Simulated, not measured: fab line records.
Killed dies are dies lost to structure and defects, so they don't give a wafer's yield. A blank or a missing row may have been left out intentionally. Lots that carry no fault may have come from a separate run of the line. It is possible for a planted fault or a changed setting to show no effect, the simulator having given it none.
Matching of chambers || flow gf180mcu || cmp-02 running GF_V1_CMP_04: 4 sister chambers
The step polishes SiO2. 22 wafers are shown with their chamber, then 11 later ones without.

== WAFERS PAIRED WITH THEIR CHAMBERS ==
{"wafer": "L074.1", "chamber": 2, "motor current A (A)": 15.8, "slurry flow ml min": 149.5, "time to endpoint s (s)": 74}
{"wafer": "L074.4", "chamber": 3, "motor current A (A)": 12.6, "slurry flow ml min": 149.7, "time to endpoint s (s)": 80}
{"wafer": "L074.6", "chamber": 1, "motor current A (A)": 10.4, "slurry flow ml min": 150.3, "time to endpoint s (s)": 78}
{"wafer": "L075.1", "chamber": 3, "motor current A (A)": 11.5, "slurry flow ml min": 150.0, "time to endpoint s (s)": 73}
{"wafer": "L075.2", "chamber": 2, "motor current A (A)": 14.3, "slurry flow ml min": 150.3, "time to endpoint s (s)": 73}
{"wafer": "L075.6", "chamber": 3, "motor current A (A)": 12.4, "slurry flow ml min": 149.6, "time to endpoint s (s)": 75}
{"wafer": "L077.2", "chamber": 1, "motor current A (A)": 10.4, "slurry flow ml min": 150.1, "time to endpoint s (s)": 82}
{"wafer": "L077.5", "chamber": 3, "motor current A (A)": 11.9, "slurry flow ml min": 149.6, "time to endpoint s (s)": 85}
{"wafer": "L077.6", "chamber": 0, "motor current A (A)": 13.7, "slurry flow ml min": 150.0, "time to endpoint s (s)": 82}
{"wafer": "L078.1", "chamber": 1, "motor current A (A)": 10.4, "slurry flow ml min": 150.0, "time to endpoint s (s)": 74}
{"wafer": "L078.2", "chamber": 2, "motor current A (A)": 13.9, "slurry flow ml min": 149.7, "time to endpoint s (s)": 80}
{"wafer": "L078.3", "chamber": 0, "motor current A (A)": 13.3, "slurry flow ml min": 150.2, "time to endpoint s (s)": 72}
{"wafer": "L085.2", "chamber": 2, "motor current A (A)": 14.8, "slurry flow ml min": 149.6, "time to endpoint s (s)": 78}
{"wafer": "L085.3", "chamber": 3, "motor current A (A)": 12.0, "slurry flow ml min": 149.3, "time to endpoint s (s)": 79}
{"wafer": "L085.5", "chamber": 3, "motor current A (A)": 12.3, "slurry flow ml min": 150.4, "time to endpoint s (s)": 86}
{"wafer": "L086.3", "chamber": 2, "motor current A (A)": 15.0, "slurry flow ml min": 149.6, "time to endpoint s (s)": 78}
{"wafer": "L086.5", "chamber": 2, "motor current A (A)": 14.9, "slurry flow ml min": 149.2, "time to endpoint s (s)": 87}
{"wafer": "L086.6", "chamber": 1, "motor current A (A)": 10.4, "slurry flow ml min": 149.6, "time to endpoint s (s)": 88}
{"wafer": "L087.3", "chamber": 3, "motor current A (A)": 12.5, "slurry flow ml min": 149.8, "time to endpoint s (s)": 77}
{"wafer": "L087.4", "chamber": 1, "motor current A (A)": 10.6, "slurry flow ml min": 151.3, "time to endpoint s (s)": 81}
{"wafer": "L087.6", "chamber": 2, "motor current A (A)": 14.9, "slurry flow ml min": 149.8, "time to endpoint s (s)": 84}
{"wafer": "L089.1", "chamber": 3, "motor current A (A)": 12.0, "slurry flow ml min": 149.8, "time to endpoint s (s)": 83}

SIGNATURES (averages over the wafers above)
{"reading": "motor current A", "chamber 0": 13.500, "chamber 1": 10.440, "chamber 2": 14.800, "chamber 3": 12.150, "scatter within a chamber": 0.42}
{"reading": "slurry flow ml min", "chamber 0": 150.100, "chamber 1": 150.260, "chamber 2": 149.671, "chamber 3": 149.775, "scatter within a chamber": 0.411}
{"reading": "time to endpoint s", "chamber 0": 77.00, "chamber 1": 80.60, "chamber 2": 79.14, "chamber 3": 79.75, "scatter within a chamber": 5.07}
Rule: a wafer lies at a distance from a chamber equal to the root of the sum of squares, over the readings, of (its reading less the chamber's mean, divided by the reading's scatter). If the next closest chamber is less than 2 further off than the closest, the wafer can't be placed; otherwise it belongs to the closest. The scatter: the root of (the sum of the squares of (reading less its chamber's mean) over the shown wafers, divided by (wafers less chambers)).

== WAFERS WITH NO CHAMBER GIVEN ==
{"wafer": "L089.4", "motor current A (A)": 13.2, "slurry flow ml min": 149.8, "time to endpoint s (s)": 83}
{"wafer": "L089.5", "motor current A (A)": 14.3, "slurry flow ml min": 149.9, "time to endpoint s (s)": 83}
{"wafer": "L092.2", "motor current A (A)": 14.8, "slurry flow ml min": 149.8, "time to endpoint s (s)": 76}
{"wafer": "L092.5", "motor current A (A)": 12.4, "slurry flow ml min": 150.6, "time to endpoint s (s)": 75}
{"wafer": "L092.6", "motor current A (A)": 14.4, "slurry flow ml min": 150.0, "time to endpoint s (s)": 75}
{"wafer": "L093.2", "motor current A (A)": 14.6, "slurry flow ml min": 151.0, "time to endpoint s (s)": 85}
{"wafer": "L093.3", "motor current A (A)": 15.0, "slurry flow ml min": 150.3, "time to endpoint s (s)": 78}
{"wafer": "L093.4", "motor current A (A)": 12.2, "slurry flow ml min": 149.5, "time to endpoint s (s)": 82}
{"wafer": "L095.1", "motor current A (A)": 14.6, "slurry flow ml min": 149.9, "time to endpoint s (s)": 81}
{"wafer": "L095.5", "motor current A (A)": 10.5, "slurry flow ml min": 149.8, "time to endpoint s (s)": 92}
{"wafer": "L095.6", "motor current A (A)": 14.8, "slurry flow ml min": 150.3, "time to endpoint s (s)": 85}

== CHAMBER TAKEN BY EACH ==
{"wafer": "L089.4", "from the rows above": "can't be placed: 0 or 3", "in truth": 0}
{"wafer": "L089.5", "from the rows above": "can't be placed: 2 or 0", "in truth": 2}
{"wafer": "L092.2", "from the rows above": 2, "in truth": 2}
{"wafer": "L092.5", "from the rows above": "can't be placed: 3 or 0", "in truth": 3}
{"wafer": "L092.6", "from the rows above": "can't be placed: 2 or 0", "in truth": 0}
{"wafer": "L093.2", "from the rows above": "can't be placed: 2 or 0", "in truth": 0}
{"wafer": "L093.3", "from the rows above": "can't be placed: 2 or 0", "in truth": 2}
{"wafer": "L093.4", "from the rows above": 3, "in truth": 3}
{"wafer": "L095.1", "from the rows above": "can't be placed: 2 or 0", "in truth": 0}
{"wafer": "L095.5", "from the rows above": 1, "in truth": 1}
{"wafer": "L095.6", "from the rows above": "can't be placed: 2 or 0", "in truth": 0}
Correctly placed: 3 of 11. Can't be placed from these rows: 8 (the true chamber is among the candidates in 8). Number placed wrongly: 0.
